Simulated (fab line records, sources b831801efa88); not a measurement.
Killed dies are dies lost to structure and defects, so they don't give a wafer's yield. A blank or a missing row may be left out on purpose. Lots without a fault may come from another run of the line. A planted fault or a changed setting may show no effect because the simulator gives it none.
fab line records | flow sky130
record lots=6 wafers=18 last_day=50
route steps=708 shown METAL3@570 VIA3@573 PAD_OPEN@708
lots that met no fault: from a run of the same line without faults
start_h: hours from the record's first day to the start of the lot's first wafer shown | wait_h: hours since the lot's step before | " the same as in the row above | L1.1+2: a row that stands for several wafers | - no value, or no start given | * or withheld: withheld | < > ~ a bound
route shown NAME@n: a module of which the file shows steps, and the number in the route of the first | usual: mean/standard deviation of fault-free wafers | same: alike in all rows | chamber/n: place in a boat | sites: the reading at each site | _std_site: their standard deviation | _edge_site: outer sites' mean less inner sites' | radius_mm: how far each site lies from the wafer's centre | mask NAME#n: copy n | behind: the tool/chamber that last shaped the wafer | hold: why the lot was held/for how many hours/how that ended | device: the transistor (n, p or np) that didn't switch | end of line: the same wafers' tests at the end of the route | a step without rows: its recipe alone | killed: dies lost to structure and defects at the first sort, not the wafer's yield | map: a wafer's dies, x killed, . not, _ none there
set.NAME: the setting as run; set.NAME@STEP: as run at that earlier step | model.NAME: the simulator's own value behind a step, which no gauge read
lots at some steps of the route; a table a step, a row a wafer
services: from which hour (start_h, from the record's first day; less than 0 if before it) a tool's chamber was out of use, for how many hours, and why
## steps
# step SKY_METAL3_STRIP_20
# recipe chemistry=post_etch_residue_remover time_s=1200 temp_c=72.5
# step SKY_METAL3_CLEAN_21
# recipe chemistry=IPA time_s=180 temp_c=25
# step SKY_METAL3_CLEAN_22
# recipe chemistry=O3/DIW dry=n2_spin
# step SKY_VIA3_HDPCVD_00
# recipe material=SiO2 target_thk_nm=1635 sigma_open_frac=0.3 time_s=272.5 temp_c=400 sih4_flow_sccm=60 pressure_mtorr=6
# step SKY_VIA3_THK_MEAS_01
# recipe reads=SiO2_of_VIA3_HDPCVD_00
# usual VIA3_HDPCVD_THK=1638/17
# columns lot.wafer tool chamber start_h wait_h VIA3_HDPCVD_THK[nm]
L912.1 film_metro-01 - 914.82 0.1 1634
L912.4 " - " " 1643
L912.5 " - " " 1642
L921.3 film_metro-04 - 969.88 0.1 1616
L921.4 " - " " 1617
L921.5 " - " " 1644
L922.1 film_metro-04 - 975.20 0.1 1619
L922.2 " - " " 1629
L922.3 " - " " 1636
L924.1 film_metro-03 - 993.22 0.1 1620
L924.3 " - " " 1647
L924.5 " - " " 1632
L927.1 film_metro-04 - 1005.07 0.1 1646
L927.3 " - " " 1646
L927.6 " - " " 1619
L933.1 film_metro-01 - 1044.85 0.1 1651
L933.3 " - " " 1624
L933.5 " - " " 1636
# step SKY_VIA3_CMP_02
# recipe material=SiO2 down_force_psi=4 platen_rpm=60 pad_velocity_m_s=0.94248
# usual motor_current_A=11.7/0.85 platen_rpm=60.00/0.041
# columns lot.wafer tool chamber start_h wait_h motor_current_A platen_rpm
L912.4 cmp-01 2 914.88 0.0 11.6 59.96
L912.1 " 3 " " 12.3 59.96
L912.5 " 3 " " 12.4 60.01
L921.4 cmp-01 2 969.92 0.0 12.4 60.03
L921.3 " 3 " " 12.0 59.90
L921.5 " 2 " " 12.7 59.99
L922.1 cmp-02 3 975.31 0.1 10.0 59.98
L922.3 " 0 " " 11.1 59.96
L922.2 " 1 " " 12.8 60.00
L924.1 cmp-01 1 993.28 0.1 12.5 59.97
L924.3 " 3 " " 12.8 60.08
L924.5 " 1 " " 11.9 59.95
L927.3 cmp-02 0 1005.13 0.0 11.5 59.99
L927.1 " 2 " " 11.8 59.97
L927.6 " 0 " " 11.3 60.05
L933.1 cmp-01 3 1045.01 0.1 12.3 60.06
L933.3 " 0 " " 10.7 60.06
L933.5 " 2 " " 12.5 60.00
# step SKY_VIA3_BOW_MEAS_03
# recipe mode=bow
# usual VIA3_BOW=79/8.7
# columns lot.wafer tool chamber start_h wait_h VIA3_BOW[um]
L912.1 film_metro-04 - 915.18 0.2 103
L912.4 " - " " 72
L912.5 " - " " 85
L921.3 film_metro-01 - 970.26 0.2 74
L921.4 " - " " 75
L921.5 " - " " 84
L922.1 film_metro-01 - 975.56 0.2 79
L922.2 " - " " 67
L922.3 " - " " 78
L924.1 film_metro-04 - 993.58 0.2 77
L924.3 " - " " 64
L924.5 " - " " 65
L927.1 film_metro-03 - 1005.43 0.1 76
L927.3 " - " " 76
L927.6 " - " " 65
L933.1 film_metro-03 - 1045.21 0.1 87
L933.3 " - " " 81
L933.5 " - " " 84
# step SKY_VIA3_DEHYDRATE_04
# recipe temp_c=200 time_s=60
# step SKY_VIA3_HMDS_05
# recipe prime_time_s=60 prime_temp_c=118.9
# step SKY_VIA3_COAT_06
# recipe resist=BARC temp_c=withheld time_s=withheld spin_rpm=3000 resist_thk_nm=60
# step SKY_VIA3_COAT_07
# recipe resist=KrF-thick spin_rpm=3000 resist_thk_nm=450
# step SKY_VIA3_SOFTBAKE_08
# recipe temp_c=100 time_s=90 resist=KrF-thick
# step SKY_VIA3_EXPOSE_09
# recipe mask_id=VIM3 na=0.8 source_shape=annular sigma_inner=0.55 sigma_outer=0.85 target_cd_nm=200 dose_mj=38
# usual exposure_dose_mJ_cm2=37.90/0.033 focus_offset_nm=0.0/0.55
# columns lot.wafer tool chamber start_h wait_h mask exposure_dose_mJ_cm2 focus_offset_nm
L912.1 krf_scanner-02 0 927.83 - VIM3#0 37.90 -0.1
L912.4 " 0 " " VIM3#0 37.96 -0.1
L912.5 " 0 " " VIM3#0 37.90 0.3
L921.3 krf_scanner-02 0 982.35 - VIM3#0 37.96 -0.9
L921.4 " 0 " " VIM3#0 37.91 -0.6
L921.5 " 0 " " VIM3#0 37.91 -0.5
L922.1 krf_scanner-01 0 987.99 - VIM3#0 37.92 0.8
L922.2 " 0 " " VIM3#0 37.87 0.3
L922.3 " 0 " " VIM3#0 37.87 1.3
L924.1 krf_scanner-02 0 1005.26 - VIM3#0 39.56 -0.4
L924.3 " 0 " " VIM3#0 39.65 0.1
L924.5 " 0 " " VIM3#0 39.66 -0.1
L927.1 krf_scanner-02 0 1017.12 - VIM3#0 41.07 0.7
L927.3 " 0 " " VIM3#0 41.03 -1.1
L927.6 " 0 " " VIM3#0 41.11 -1.0
L933.1 krf_scanner-01 0 1056.68 - VIM3#0 37.86 -0.4
L933.3 " 0 " " VIM3#0 37.90 -0.9
L933.5 " 0 " " VIM3#0 37.85 -0.5
# step SKY_VIA3_PEB_10
# recipe peb_temp_c=withheld peb_time_s=withheld resist=KrF-thick
# step SKY_VIA3_DEVELOP_11
# recipe develop_time_s=60 resist=KrF-thick dev_temp_c=21
# step SKY_VIA3_CD_MEAS_12
# recipe target_cd_nm=200
# usual cd_nm=199.9/1.1
# columns lot.wafer tool chamber start_h wait_h cd_nm
L912.1 cd_sem-02 - 939.63 - 200.8
L912.4 " - " " 199.4
L912.5 " - " " 201.3
L921.3 cd_sem-02 - 994.00 - 199.5
L921.4 " - " " 199.3
L921.5 " - " " 200.4
L922.1 cd_sem-01 - 999.60 - 199.0
L922.2 " - " " 199.6
L922.3 " - " " 199.6
L924.1 cd_sem-02 - 1016.26 - 124.4
L924.3 " - " " 167.7
L924.5 " - " " 121.4
L927.1 cd_sem-02 - 1028.63 - 200.4
L927.3 " - " " 162.7
L927.6 " - " " 201.4
L933.1 cd_sem-01 - 1067.26 - 199.9
L933.3 " - " " 201.1
L933.5 " - " " 200.9
# step SKY_VIA3_OVL_MEAS_13
# usual VIA3_OVL=1/5.1
# columns lot.wafer tool chamber start_h wait_h VIA3_OVL[nm]
L912.1 overlay-02 - 939.75 0.1 9
L912.4 " - " " 1
L912.5 " - " " 6
L921.3 overlay-02 - 994.09 0.1 -7
L921.4 " - " " 1
L921.5 " - " " -4
L922.1 overlay-01 - 999.72 0.1 -2
L922.2 " - " " -3
L922.3 " - " " -8
L924.1 overlay-01 - 1016.38 0.1 11
L924.3 " - " " 8
L924.5 " - " " 13
L927.1 overlay-02 - 1028.75 0.1 6
L927.3 " - " " -3
L927.6 " - " " 0
L933.1 overlay-02 - 1067.38 0.1 -12
L933.3 " - " " -1
L933.5 " - " " -9
# step SKY_VIA3_ETCH_14
# recipe chemistry=N2/H2 target=BARC ion_energy_ev=200 source_w=500 bias_w=100 pressure_mtorr=30 n2_flow_sccm=100 h2_flow_sccm=200 stop_on=SiO2 time_s=45.9 target_depth_a=600
# usual drypump_motor_current_A=5.8/0.38 h2_flow_sccm=200.0/0.55 oes_product_au=0.854/0.0052 throttle_valve_pct=13.225/0.009
# columns lot.wafer tool chamber start_h wait_h drypump_motor_current_A h2_flow_sccm oes_product_au rf_hours_counter_h throttle_valve_pct model.VIA3.cd_nm
L912.1 rie_diel-03 1 939.78 0.0 5.7 200.5 0.844 16 13.221 200.3
L912.4 " 3 " " 5.8 200.8 0.854 20 13.218 200
L912.5 " 3 " " 5.8 199.8 0.850 - 13.224 201.2
L921.3 rie_diel-03 2 994.12 0.0 6.1 200.7 0.855 5 13.221 199.4
L921.4 " 0 " " 5.5 200.4 0.850 - 13.225 198.9
L921.5 " 3 " " 5.8 199.6 0.854 - 13.231 200.9
L922.1 rie_diel-03 3 999.76 0.0 5.8 199.9 0.857 22 13.216 199.4
L922.2 " 2 " " 6.1 199.6 0.859 6 13.212 199.4
L922.3 " 0 " " 5.6 199.4 0.855 16 13.248 199.1
L924.1 rie_diel-01 2 1016.42 0.0 5.3 199.2 0.852 24 13.231 125
L924.3 " 3 " " 5.4 199.1 0.848 25 13.221 167.4
L924.5 " 1 " " 6.6 200.2 0.846 - 13.215 121.4
L927.1 rie_diel-02 2 1028.78 0.0 4.7 199.7 0.848 9 13.235 200.2
L927.3 " 1 " " 6.0 200.5 0.852 15 13.221 162.3
L927.6 " 1 " " 6.0 200.6 0.862 - 13.234 201.2
L933.1 rie_diel-02 1 1067.42 0.0 5.9 199.3 0.861 17 13.241 199.8
L933.3 " 3 " " 6.0 200.4 0.848 0 13.220 199.8
L933.5 " 1 " " 5.9 199.1 0.851 - 13.238 200
# step SKY_VIA3_ETCH_15
# recipe target=SiO2 chemistry=C4F8/O2/Ar target_depth_nm=507 stop_on=TiN mask_material=KrF-thick source_w=1500 bias_w=1200 pressure_mtorr=40 c4f8_flow_sccm=withheld O2_flow_sccm=6 Ar_flow_sccm=300 time_s=78
# usual oes_product_au=0.947/0.0046
# columns lot.wafer tool chamber start_h wait_h oes_product_au rf_hours_counter_h model.VIA3.cd_nm
L912.1 rie_diel-03 1 939.82 0.0 0.952 16 203.3
L912.4 " 3 " " 0.942 20 199.7
L912.5 " 3 " " 0.952 - 201.8
L921.3 rie_diel-03 2 994.16 0.0 0.953 5 201.6
L921.4 " 0 " " 0.952 - 201.4
L921.5 " 3 " " 0.944 - 199.8
L922.1 rie_diel-03 3 999.80 0.0 0.950 22 200.2
L922.2 " 2 " " 0.950 6 202.9
L922.3 " 0 " " 0.946 16 200.6
L924.1 rie_diel-01 2 1016.46 0.0 0.943 24 127.9
L924.3 " 3 " " 0.945 25 169
L924.5 " 1 " " 0.941 - 118.9
L927.1 rie_diel-02 2 1028.83 0.0 0.946 9 195.6
L927.3 " 1 " " 0.947 15 158.2
L927.6 " 1 " " 0.943 - 197
L933.1 rie_diel-02 1 1067.46 0.0 0.943 17 199.7
L933.3 " 3 " " 0.947 0 206.3
L933.5 " 1 " " 0.945 - 200.4
# step SKY_VIA3_STRIP_16
# recipe chemistry=O2/N2 power_w=1400 pressure_mtorr=1500 platen_temp_c=withheld o2_flow_sccm=3000 n2_flow_sccm=300 overash_fraction=0.5
# usual drypump_motor_current_A=5.7/0.31 oes_product_au=0.401/0.0047 strip_time_to_endpoint_s=4.127/0.026
# columns lot.wafer tool chamber start_h wait_h drypump_motor_current_A oes_product_au rf_hours_counter_h strip_time_to_endpoint_s
L912.1 plasma_asher-01 0 939.88 0.0 6.1 0.396 116 4.097
L912.4 " 0 " " 6.2 0.409 - 4.109
L912.5 " 1 " " 5.7 0.402 - 4.090
L921.3 plasma_asher-02 1 994.25 0.1 6.1 0.400 - 4.119
L921.4 " 0 " " 5.8 0.410 - 4.148
L921.5 " 0 " " 5.8 0.399 - 4.134
L922.1 plasma_asher-01 0 999.86 0.0 6.1 0.397 122 4.148
L922.2 " 1 " " 5.6 0.399 122 4.133
L922.3 " 1 " " 5.5 0.409 - 4.145
L924.1 plasma_asher-01 0 1016.52 0.0 6.1 0.403 124 4.176
L924.3 " 0 " " 6.1 0.401 - 4.149
L924.5 " 0 " " 6.1 0.401 - 4.140
L927.1 plasma_asher-01 1 1028.89 0.0 5.6 0.397 125 4.102
L927.3 " 0 " " 6.1 0.393 - 4.067
L927.6 " 0 " " 6.2 0.396 - 4.058
L933.1 plasma_asher-01 1 1067.52 0.0 5.6 0.397 0 4.082
L933.3 " 1 " " 5.6 0.400 - 4.099
L933.5 " 1 " " 5.6 0.405 - 4.119
# step SKY_PAD_OPEN_PROBE_99
# usual defect_limited_yield=82.6/1.9 killed_at_M0_to_M3=43/7.1 killed_at_M4_up=3.0/1.6 killed_at_contacts=24/5.3 killed_at_front_end=16/4.1 killed_at_other=0.5/0.82 killed_dies=86/9.4 killed_on_rim=17/4.1 killed_open=46/6.9 killed_short=39/6.5 sort_bin_3_pad_short=0.9/0.45 sort_bin_5_function=10.3/1.5 sort_bin_6_memory=6.2/1.1 sort_n_pass=406/9.4 sort_yield_pct=82.6/1.9
# same gross_dies=492 killed_at_back_side=0 sort_bin_4_leakage[%]=0 sort_bin_8_speed[%]=0
# columns lot.wafer tool chamber start_h wait_h defect_limited_yield[%] killed_at_M0_to_M3 killed_at_M4_up killed_at_contacts killed_at_front_end killed_at_other killed_dies killed_on_rim killed_open killed_short sort_bin_3_pad_short[%] sort_bin_5_function[%] sort_bin_6_memory[%] sort_n_pass sort_yield_pct[%]
L924.1 prober-02 - 1150.57 0.1 0 439 2 38 13 0 492 96 57 40 0.8 91.5 7.7 0 0
L924.3 prober-02 - 1150.67 0.2 61.0 151 3 24 14 0 192 23 52 28 0.6 31.3 7.1 300 61.0
L924.5 prober-02 - 1150.77 0.2 0 437 4 25 26 0 492 96 49 54 1.2 90.4 8.3 0 0
L927.1 prober-02 - 1160.03 0.1 81.5 42 2 26 20 1 91 18 49 42 1.2 11.2 6.1 401 81.5
L927.3 prober-02 - 1160.13 0.2 10.6 405 1 23 11 0 440 71 48 30 0.6 81.7 7.1 52 10.6
L927.6 prober-02 - 1160.28 0.2 81.7 52 5 21 12 0 90 19 39 51 0.4 11.6 6.3 402 81.7
# killed by level:class
L924.1 VIA3:area_expose=394 CONTACT:geometric_particle:open=13 LI_CONTACT:geometric_particle:open=9 VIA1:geometric_particle:open=9 VIA3:geometric_particle:open=8 VIA2:geometric_particle:open=7 VIA1:geometric_particle:short=6 LOCAL_INTERCONNECT:geometric_particle:short=5
L924.3 VIA3:area_expose=108 CONTACT:geometric_particle:open=10 VIA1:geometric_particle:open=10 VIA3:geometric_particle:open=8 FIELD_ISO:geometric_particle:open=7 LI_CONTACT:geometric_particle:open=6 CONTACT:geometric_particle:short=6 VIA2:geometric_particle:open=6
L924.5 VIA3:area_expose=389 CONTACT:geometric_particle:short=9 VIA1:geometric_particle:open=9 VIA3:geometric_particle:open=9 METAL2:geometric_particle:short=7 POLY_GATE:geometric_particle:short=6 LI_CONTACT:geometric_particle:open=5 LOCAL_INTERCONNECT:geometric_particle:short=5
L927.1 CONTACT:geometric_particle:open=10 VIA1:geometric_particle:open=9 LI_CONTACT:geometric_particle:open=8 VIA1:geometric_particle:short=6 VIA3:geometric_particle:open=5 CONTACT:geometric_particle:short=5 FIELD_ISO:geometric_particle:open=4 FIELD_ISO:geometric_particle:short=4
L927.3 VIA3:area_expose=362 VIA1:geometric_particle:open=10 VIA2:geometric_particle:open=10 CONTACT:geometric_particle:open=8 LI_CONTACT:geometric_particle:open=7 VIA3:geometric_particle:open=5 POLY_GATE:geometric_particle:short=4 CONTACT:geometric_particle:short=4
L927.6 METAL2:geometric_particle:short=10 VIA1:geometric_particle:short=8 VIA1:geometric_particle:open=8 VIA2:geometric_particle:open=7 CONTACT:geometric_particle:open=6 VIA3:geometric_particle:open=6 METAL4:geometric_particle:short=5 CONTACT:geometric_particle:short=5
# map L924.1 (x killed, . not)
__________xxxxxxxxxx_________
________xxxxxxxxxxxxxx_______
______xxxxxxxxxxxxxxxxxx_____
_____xxxxxxxxxxxxxxxxxxxx____
____xxxxxxxxxxxxxxxxxxxxxx___
___xxxxxxxxxxxxxxxxxxxxxxxx__
__xxxxxxxxxxxxxxxxxxxxxxxxxx_
_xxxxxxxxxxxxxxxxxxxxxxxxxxxx
_xxxxxxxxxxxxxxxxxxxxxxxxxxxx
_xxxxxxxxxxxxxxxxxxxxxxxxxxxx
_xxxxxxxxxxxxxxxxxxxxxxxxxxxx
_xxxxxxxxxxxxxxxxxxxxxxxxxxxx
_xxxxxxxxxxxxxxxxxxxxxxxxxxxx
_xxxxxxxxxxxxxxxxxxxxxxxxxxxx
_xxxxxxxxxxxxxxxxxxxxxxxxxxxx
__xxxxxxxxxxxxxxxxxxxxxxxxxx_
___xxxxxxxxxxxxxxxxxxxxxxxx__
____xxxxxxxxxxxxxxxxxxxxxx___
_____xxxxxxxxxxxxxxxxxxxx____
______xxxxxxxxxxxxxxxxxx_____
________xxxxxxxxxxxxxx_______
__________xxxxxxxxxx_________
# map L927.3 (x killed, . not)
__________.xxx...xx._________
________..x..xxxxxxx.._______
______x.x..xxxxxxxxx.x.._____
_____xx..xxx.xxxxxxxxxx..____
____x....xxxxxxxxxxxxxx.xx___
___xx.xxxxxxxxxxxxxxxxx.xxx__
__xxxxxxxxxxxxxxxxxxxxxxxxxx_
_xx.xxxxxxxxxxxxxxxxxxxx.xxx.
_xxxxxxxxxxxxxxxxxxxxxxxxxxx.
_x.x..xxxxxxxxxxxxxxxxxxxx.x.
_.xxxxxxxxxxxxxxxxxxxxxxxxxxx
_x.xxxxxxxxxxxxxxxxxxxxxx.xxx
_..xx.xxxxxxxxxxxxxxxxxxxxxxx
_.xx.xxxxxxxxxxxxxxxxxxxxxxxx
_..xxxxxxxxxxxxxxxxxxxxxxxxxx
__.xxxxxxxxxxxxxxxxxxxxxxxxx_
___.xxxxxxxxxxxxxxxxxxxxxxx__
____xxxxxxxxxxxxxxxxxx.xxx___
_____xxxxxxxxxxxxxxxxxxxx____
______xxxx.xxxxxxxxxxxxx_____
________xxxxxxxxxxxxxx_______
__________xxxxxxxxxx_________
## services
# columns tool chamber start_h hours kind
krf_scanner-01 - 891.44 1.3 pm
rie_diel-03 - 896.06 14.6 pm
cmp-02 - 898.22 3.0 repair
rie_diel-01 3 900.85 12.0 repair
rie_diel-01 2 908.11 19.0 repair
cmp-02 - 912.00 4.0 pm
rie_diel-02 0 914.39 2.4 repair
krf_scanner-01 - 915.54 4.4 pm
rie_diel-03 2 922.08 7.6 repair
rie_diel-02 0 923.29 4.3 repair
rie_diel-02 2 924.87 5.0 repair
krf_scanner-02 - 930.04 1.3 pm
rie_diel-03 0 940.57 6.7 repair
krf_scanner-02 - 943.68 0.8 pm
rie_diel-03 1 986.50 19.7 repair
rie_diel-02 1 1000.94 13.5 repair
rie_diel-03 0 1002.15 3.8 repair
rie_diel-02 0 1006.09 4.9 repair
cmp-01 - 1040.37 1.5 repair
krf_scanner-02 - 1044.95 1.0 pm
plasma_asher-01 - 1055.25 9.0 pm
plasma_asher-01 - 1057.18 1.2 repair
krf_scanner-02 - 1057.53 4.7 repair
cmp-01 - 1062.29 2.8 repair
## key
first_sign step=SKY_VIA3_EXPOSE_09 reading=exposure_dose_mJ_cm2 direction=up sigmas=74 usual=* struck=*
effect step=SKY_VIA3_CD_MEAS_12 reading=cd_nm direction=down sigmas=33 usual=199.9 struck=163.0 wafers_moved=4 through=control_loop
effect step=SKY_PAD_OPEN_PROBE_99 reading=killed_at_M0_to_M3 direction=up sigmas=30 usual=43 struck=254 wafers_moved=4
model_effect step=SKY_VIA3_ETCH_14 value=VIA3.cd_nm without=199.8 struck=162.9
model_effect step=SKY_VIA3_ETCH_15 value=VIA3.cd_nm without=198 struck=161.1
more_kills_born_at SKY_VIA3_EXPOSE_09@krf_scanner-02=1253
met_at SKY_VIA3_EXPOSE_09
struck_wafers L924.1,L924.3,L924.5,L927.1,L927.3,L927.6
later_rows_left_out L924.1,L924.5,L927.3
loop_trim step=SKY_VIA3_EXPOSE_09 setting=dose lots=L924,L927
onset_between 982.35 1005.26
fault kind=process_parameter_drift tool=krf_scanner-02 chamber=- onset_h=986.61 steps=SKY_VIA3_EXPOSE_09 channel=focus_nm offset=371.2 spread_by_wafer=0.3 shape=step end_h=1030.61
# later_rows_left_out: the simulator's readings of these wafers behind a module that went badly wrong aren't trusted and aren't shown, but for the sort
# loop_trim: a control loop set the setting to another value than it would have without faults
